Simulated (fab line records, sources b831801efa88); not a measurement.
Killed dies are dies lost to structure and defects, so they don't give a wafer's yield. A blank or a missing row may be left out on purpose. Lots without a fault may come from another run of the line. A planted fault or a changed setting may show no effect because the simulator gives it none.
One fault seen from 2 desks | flow gf180mcu | each desk has only its own numbers; what lay behind them comes last

THE TOOL OWNER'S DESK: cvd_w-02
The tool's own readings at GF_V3_CVD_23 (deposits W, target thk 350 nm, time 104.9 s): means of the sampled wafers that have a number, for each lot that ran on this tool. A lot is out of limits, marked OUT, if its mean lies more than 4 standard deviations from the usual mean; the brackets give that distance.
Columns: A = heater_power_w at GF_V3_CVD_23, usual 843 W; B = susceptor_temp_C at GF_V3_CVD_23, usual 399.99 C
lot  | first seen here | A   | B
L517 | day 22 10:29    | 779 | 400.25
L520 | day 23 18:43    | 784 | 399.86
L524 | day 25 00:05    | 783 | 400.27
L525 | day 25 08:08    | 799 | 399.66
L526 | day 25 19:20    | 790 | 400.02
L528 | day 26 17:32    | 793 | 399.78
L536 | day 28 21:28    | 845 | 410.99 (+50) OUT
L537 | day 29 00:59    | 842 | 411.23 (+51) OUT
This desk's finding: out of limits on L536, L537; first on L536, day 28 21:28 (susceptor_temp_C at GF_V3_CVD_23). In limits: L517, L520, L524, L525, L526, L528.

THE METROLOGY DESK
What the gauges read, lot by lot, whatever tool the lot ran on: means of the sampled wafers that have a number. A lot is out of limits, marked OUT, if its mean lies more than 4 standard deviations from the usual mean; the brackets give that distance.
Columns: A = V3_W_RS at GF_V3_RS_MEAS_24, usual 0.327 ohm/sq; B = V3_W_THK at GF_V3_THK_MEAS_25, usual 347 nm
lot  | first seen here | A               | B
L517 | day 22 10:36    | 0.330           | 347
L520 | day 23 18:50    | 0.326           | 349
L524 | day 25 00:12    | 0.326           | 344
L525 | day 25 08:14    | 0.330           | 340
L526 | day 25 19:28    | 0.327           | 343
L527 | day 26 00:53    | 0.325           | 342
L528 | day 26 17:38    | 0.323           | 356
L532 | day 27 16:24    | 0.329           | 348
L533 | day 27 19:07    | 0.327           | 352
L536 | day 28 21:35    | 0.266 (-17) OUT | 430 (+15) OUT
L537 | day 29 01:07    | 0.269 (-17) OUT | 409 (+11) OUT
This desk's finding: out of limits on L536, L537; first on L536, day 28 21:35 (V3_W_RS at GF_V3_RS_MEAS_24). In limits: L517, L520, L524, L525, L526, L527, L528, L532, L533.

PUT TOGETHER
The tool owner's desk could have raised an alarm at day 28 21:28, on L536, L537.
The metrology desk could have raised an alarm at day 28 21:35, on L536, L537.
Of the lots named, all ran GF_V3_CVD_23 on cvd_w-02.

WHAT THE SIMULATOR HAD PUT IN
Process parameter drift: cvd_w-02, from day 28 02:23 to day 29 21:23, at GF_V3_CVD_23. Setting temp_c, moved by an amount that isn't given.
Lots struck among those shown: L536, L537.
Hours from the fault's start to each desk's first reading out of limits: the tool owner's desk, 19; the metrology desk, 19.
